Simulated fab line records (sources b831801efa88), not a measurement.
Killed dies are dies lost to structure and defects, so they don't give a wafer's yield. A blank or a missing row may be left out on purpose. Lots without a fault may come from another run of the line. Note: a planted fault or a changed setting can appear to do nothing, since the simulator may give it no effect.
Which tool is to blame? + flow gf180mcu + 10 lots, 30 wafers sampled, at 5 steps of a route of 602

WHAT EACH GAUGE READ, for each wafer
GF_V3_THK_MEAS_03.
| lot  | measured     | on           | V3_CVD_02_THK (nm)      |
|------|--------------|--------------|-------------------------|
| L844 | day 21 16:50 | filmMetro-01 | 851 848 848             |
| L846 | day 22 17:59 | filmMetro-04 | 836 859 863             |
| L849 | day 23 20:15 | filmMetro-01 | 858 841 864             |
| L847 | day 23 21:08 | filmMetro-01 | 850 855 852             |
| L852 | day 24 22:55 | filmMetro-01 | 829 842 856             |
| L856 | day 26 14:13 | filmMetro-03 | 836 834 526 836 833 525 |
| L861 | day 28 07:28 | filmMetro-01 | 847 841 866             |
| L862 | day 28 07:56 | filmMetro-01 | 833 847 869             |
| L863 | day 28 15:28 | filmMetro-04 | 836 829 817             |
| L864 | day 28 17:49 | filmMetro-01 | 849 847 845             |

TOOL THAT RAN EACH LOT (tool first, then ch and the chambers of the sampled wafers, then the start)
| lot  | GF_V2_STRIP_18                      | GF_V2_SPUTTER_22            | GF_M3_SPUTTER_00            | GF_V3_CVD_02                    |
|------|-------------------------------------|-----------------------------|-----------------------------|---------------------------------|
| L844 | plasmaAsher-01 ch 0,1, day 20 14:16 | pvdSputter-02, day 20 14:52 | pvdSputter-03, day 20 15:29 | pecvd-01 ch 0,1,2, day 21 16:46 |
| L846 | plasmaAsher-01 ch 0,1, day 21 15:35 | pvdSputter-03, day 21 16:11 | pvdSputter-01, day 21 16:49 | pecvd-01 ch 0,1,2, day 22 17:54 |
| L849 | plasmaAsher-03 ch 0,1, day 22 18:53 | pvdSputter-02, day 22 19:29 | pvdSputter-03, day 22 20:07 | pecvd-04 ch 1,2, day 23 20:11   |
| L847 | plasmaAsher-01 ch 0,1, day 22 21:02 | pvdSputter-04, day 22 21:38 | pvdSputter-01, day 22 22:15 | pecvd-03 ch 0,1,2, day 23 21:05 |
| L852 | plasmaAsher-03 ch 0,1, day 23 22:00 | pvdSputter-04, day 23 22:36 | pvdSputter-01, day 23 23:14 | pecvd-01 ch 0,1, day 24 22:50   |
| L856 | plasmaAsher-02 ch 1, day 25 14:57   | pvdSputter-04, day 25 15:33 | pvdSputter-01, day 25 16:11 | pecvd-01 ch 0,1,2, day 26 14:09 |
| L861 | plasmaAsher-03 ch 0,1, day 27 09:06 | pvdSputter-04, day 27 09:42 | pvdSputter-01, day 27 11:05 | pecvd-04 ch 0,1,2, day 28 07:23 |
| L862 | plasmaAsher-02 ch 0,1, day 27 09:19 | pvdSputter-03, day 27 09:52 | pvdSputter-02, day 27 11:23 | pecvd-03 ch 0,1, day 28 07:51   |
| L863 | plasmaAsher-03 ch 0,1, day 27 17:30 | pvdSputter-04, day 27 18:26 | pvdSputter-02, day 27 19:04 | pecvd-03 ch 0,1,2, day 28 15:24 |
| L864 | plasmaAsher-02 ch 0,1, day 27 19:35 | pvdSputter-03, day 27 20:10 | pvdSputter-01, day 27 20:49 | pecvd-04 ch 0,1,2, day 28 17:45 |
- GF_V2_STRIP_18: strips in O2/N2.
- GF_V2_SPUTTER_22: material TiN, target thk 10 nm, time 40 s.
- GF_M3_SPUTTER_00: material Ti, target thk 37.5 nm, time 150 s.
- GF_V3_CVD_02: deposits SiO2 from TEOS, target thk 850 nm, time 94.851 s.

THE ANSWER, worked out from the rows above alone
Rule: the lots themselves supply what counts as usual. Put in order of their means at a reading, lots are off if they are a third of the lots or fewer, leave a main group of 4 or more, and stand apart from it by a gap of 3 or more times the standard deviation of the main group's means; of several such gaps the widest counts. A main group is skipped when, at the precision printed for the reading in the tables above, its means are all equal. Also off: a lot with no number at a reading for which 4 or more lots have one. Any other lot the step has rows for is counted as sound.
Off: L856, seen at GF_V3_THK_MEAS_03 (V3_CVD_02_THK). The main group: mean 847 nm, standard deviation 7.8.
If a tool, at a process step before that reading, ran all the lots that are off and no sound lot after the first of them, it fits. Gauges at GF_V3_THK_MEAS_03: tried the same way as those tools. 2 tools fit, pecvd-01 at GF_V3_CVD_02 and filmMetro-03 at GF_V3_THK_MEAS_03, so this cannot tell which one it is.

WHAT THE SIMULATOR PUT IN
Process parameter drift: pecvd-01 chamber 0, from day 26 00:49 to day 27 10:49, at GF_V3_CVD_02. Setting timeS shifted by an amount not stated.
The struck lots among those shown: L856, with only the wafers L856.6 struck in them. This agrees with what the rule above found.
